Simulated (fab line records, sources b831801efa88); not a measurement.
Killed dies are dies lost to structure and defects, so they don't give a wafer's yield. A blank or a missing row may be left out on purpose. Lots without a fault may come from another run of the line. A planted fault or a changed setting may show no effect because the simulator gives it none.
Which tool did it? | flow sky130 | 6 lots, 18 wafers sampled, at 3 steps of a route of 708

WHAT THE GAUGES READ, wafer by wafer
SKY_NWELL_OVL_MEAS_23.
lot  | measured     | on         | NWELL_01_OVL (nm)
L580 | day 5 16:35  | overlay-01 | -0.1 -0.4 -0.7
L583 | day 6 08:19  | overlay-01 | -2.5 -1.9 -1.5
L587 | day 7 13:18  | overlay-02 | -2.1 -2.4 -2.1
L589 | day 7 23:26  | overlay-01 | 172.1 172.5 173.2
L598 | day 10 05:54 | overlay-02 | 1.5 1.7 1.3
L602 | day 11 09:28 | overlay-01 | 0.7 0.1 -1.2

WHICH TOOL RAN EACH LOT (tool, then ch and the chambers of the sampled wafers, then the start)
lot  | SKY_DNWELL_STRIP_08                 | SKY_NWELL_EXPOSE_20
L580 | plasma_asher-03 ch 0,1, day 3 11:25 | iline_stepper-02 ch 0, day 5 07:29
L583 | plasma_asher-01 ch 0,1, day 4 01:11 | iline_stepper-02 ch 0, day 5 23:20
L587 | plasma_asher-03 ch 0,1, day 5 01:32 | iline_stepper-02 ch 0, day 7 03:21
L589 | plasma_asher-04 ch 0,1, day 5 10:58 | iline_stepper-02 ch 0, day 7 13:07
L598 | plasma_asher-04 ch 0,1, day 7 12:05 | iline_stepper-01 ch 0, day 9 18:06
L602 | plasma_asher-01 ch 0,1, day 8 12:10 | iline_stepper-01 ch 0, day 10 21:40
- SKY_DNWELL_STRIP_08: strips in O2/N2.
- SKY_NWELL_EXPOSE_20: exposes mask NWM COMPLEMENT, target cd 840 nm.

THE ANSWER, worked out from the rows above alone
Rule: what is usual is taken from the lots themselves. Put in order of their means at a reading, lots are off if they are a third of the lots or fewer, leave a main group of 4 or more, and stand apart from it by a gap of 3 or more times the standard deviation of the main group's means; of several such gaps the widest counts. A main group whose means are all the same, to the digits that the tables above print for the reading, isn't used. A lot without any number at a reading at which 4 lots or more have one is off too. The other lots that the step has rows for count as sound.
Off: L589, at SKY_NWELL_OVL_MEAS_23 (NWELL_01_OVL). The main group: mean -0.6 nm, standard deviation 1.3.
A tool fits if, at a process step before that reading, it ran every lot that is off, and no sound lot after the first of them. The gauges at SKY_NWELL_OVL_MEAS_23 are tried like those tools. One fits: iline_stepper-02 at SKY_NWELL_EXPOSE_20. Its last sound lot is L587 (day 7 03:21), its first lot that is off L589 (day 7 13:07): a fault that began between those two fits.

WHAT THE SIMULATOR HAD PUT IN
Scanner matching overlay: iline_stepper-02, from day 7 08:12 on, at SKY_NWELL_EXPOSE_20. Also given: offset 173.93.
Lots struck among those shown: L589. The rule above found the same.
